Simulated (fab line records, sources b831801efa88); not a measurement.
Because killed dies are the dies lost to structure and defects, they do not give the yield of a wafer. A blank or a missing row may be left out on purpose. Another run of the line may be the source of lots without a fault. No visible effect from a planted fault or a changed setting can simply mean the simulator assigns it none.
The tool behind it: which one? || flow sky130 || 10 lots, 28 wafers sampled, at 2 steps of a route of 708

## WHAT THE GAUGES SHOWED, per wafer
SKY_METAL1_THK_MEAS_06: measures by xrf. Usual: METAL1_ALCU_THK gives 242 nm (standard deviation 3).
{"lot": "L570", "measured": "day 33 04:17", "on": "filmMetro-03", "METAL1_ALCU_THK (nm)": "238 239 240", "flag": ""}
{"lot": "L571", "measured": "day 33 15:31", "on": "filmMetro-03", "METAL1_ALCU_THK (nm)": "247 242 243", "flag": ""}
{"lot": "L572", "measured": "day 33 15:32", "on": "filmMetro-01", "METAL1_ALCU_THK (nm)": "247 243 243", "flag": ""}
{"lot": "L573", "measured": "day 34 00:36", "on": "filmMetro-04", "METAL1_ALCU_THK (nm)": "245 241 245", "flag": ""}
{"lot": "L581", "measured": "day 37 02:01", "on": "filmMetro-03", "METAL1_ALCU_THK (nm)": "241 239", "flag": ""}
{"lot": "L582", "measured": "day 37 06:44", "on": "filmMetro-01", "METAL1_ALCU_THK (nm)": "243 245", "flag": ""}
{"lot": "L586", "measured": "day 38 12:16", "on": "filmMetro-04", "METAL1_ALCU_THK (nm)": "234 236 244", "flag": ""}
{"lot": "L589", "measured": "day 39 07:39", "on": "filmMetro-03", "METAL1_ALCU_THK (nm)": "240 238 243", "flag": ""}
{"lot": "L591", "measured": "day 39 15:11", "on": "filmMetro-04", "METAL1_ALCU_THK (nm)": "242 243 244", "flag": ""}
{"lot": "L592", "measured": "day 39 17:26", "on": "filmMetro-03", "METAL1_ALCU_THK (nm)": "237 245 242", "flag": ""}

## WHICH TOOL RAN EACH LOT (tool, then ch and the chambers of the sampled wafers, then the start)
{"lot": "L570", "SKY_METAL1_SPUTTER_04": "pvdSputter-04, day 33 04:07"}
{"lot": "L571", "SKY_METAL1_SPUTTER_04": "pvdSputter-04, day 33 15:20"}
{"lot": "L572", "SKY_METAL1_SPUTTER_04": "pvdSputter-01, day 33 15:21"}
{"lot": "L573", "SKY_METAL1_SPUTTER_04": "pvdSputter-03, day 34 00:26"}
{"lot": "L581", "SKY_METAL1_SPUTTER_04": "pvdSputter-03, day 37 01:49"}
{"lot": "L582", "SKY_METAL1_SPUTTER_04": "pvdSputter-03, day 37 06:34"}
{"lot": "L586", "SKY_METAL1_SPUTTER_04": "pvdSputter-03, day 38 12:05"}
{"lot": "L589", "SKY_METAL1_SPUTTER_04": "pvdSputter-01, day 39 07:29"}
{"lot": "L591", "SKY_METAL1_SPUTTER_04": "pvdSputter-04, day 39 14:59"}
{"lot": "L592", "SKY_METAL1_SPUTTER_04": "pvdSputter-03, day 39 17:16"}
- SKY_METAL1_SPUTTER_04: material TiN, target thk 70 nm, time 58.3 s.

## WHAT THE TOOLS THEMSELVES READ (means of the sampled wafers that have a number; where no wafer has one, the mark that the record gives instead)
SKY_METAL1_SPUTTER_04. Usual: throttleValvePct 29.8 %, standard deviation 1.2.
{"lot": "L570", "tool": "pvdSputter-04", "throttleValvePct (%)": 29.2, "flag": ""}
{"lot": "L571", "tool": "pvdSputter-04", "throttleValvePct (%)": 30.2, "flag": ""}
{"lot": "L572", "tool": "pvdSputter-01", "throttleValvePct (%)": 31.2, "flag": ""}
{"lot": "L573", "tool": "pvdSputter-03", "throttleValvePct (%)": 28.4, "flag": ""}
{"lot": "L581", "tool": "pvdSputter-03", "throttleValvePct (%)": 29.1, "flag": ""}
{"lot": "L582", "tool": "pvdSputter-03", "throttleValvePct (%)": 29.9, "flag": ""}
{"lot": "L586", "tool": "pvdSputter-03", "throttleValvePct (%)": 28.0, "flag": ""}
{"lot": "L589", "tool": "pvdSputter-01", "throttleValvePct (%)": 31.4, "flag": ""}
{"lot": "L591", "tool": "pvdSputter-04", "throttleValvePct (%)": 29.1, "flag": ""}
{"lot": "L592", "tool": "pvdSputter-03", "throttleValvePct (%)": 28.0, "flag": ""}

## THE ANSWER, worked out from the rows above alone
Rule: a lot counts as off when the mean over its wafers that have a number is more than 3 standard deviations away from the usual mean. A lot without any number at a reading at which 4 lots or more have one is off too. Where the step has rows for the other lots, those lots are counted as sound. Order of review: gauges by route order, followed by the tools' own readings, for which a lot's mean as printed above is used. The first step at which some lot is off is used, and at that step the reading that is off furthest; a lot without a number counts as furthest.
None of the lots is off at any reading shown; this tells nothing.

## WHAT THE SIMULATOR HAD PUT IN
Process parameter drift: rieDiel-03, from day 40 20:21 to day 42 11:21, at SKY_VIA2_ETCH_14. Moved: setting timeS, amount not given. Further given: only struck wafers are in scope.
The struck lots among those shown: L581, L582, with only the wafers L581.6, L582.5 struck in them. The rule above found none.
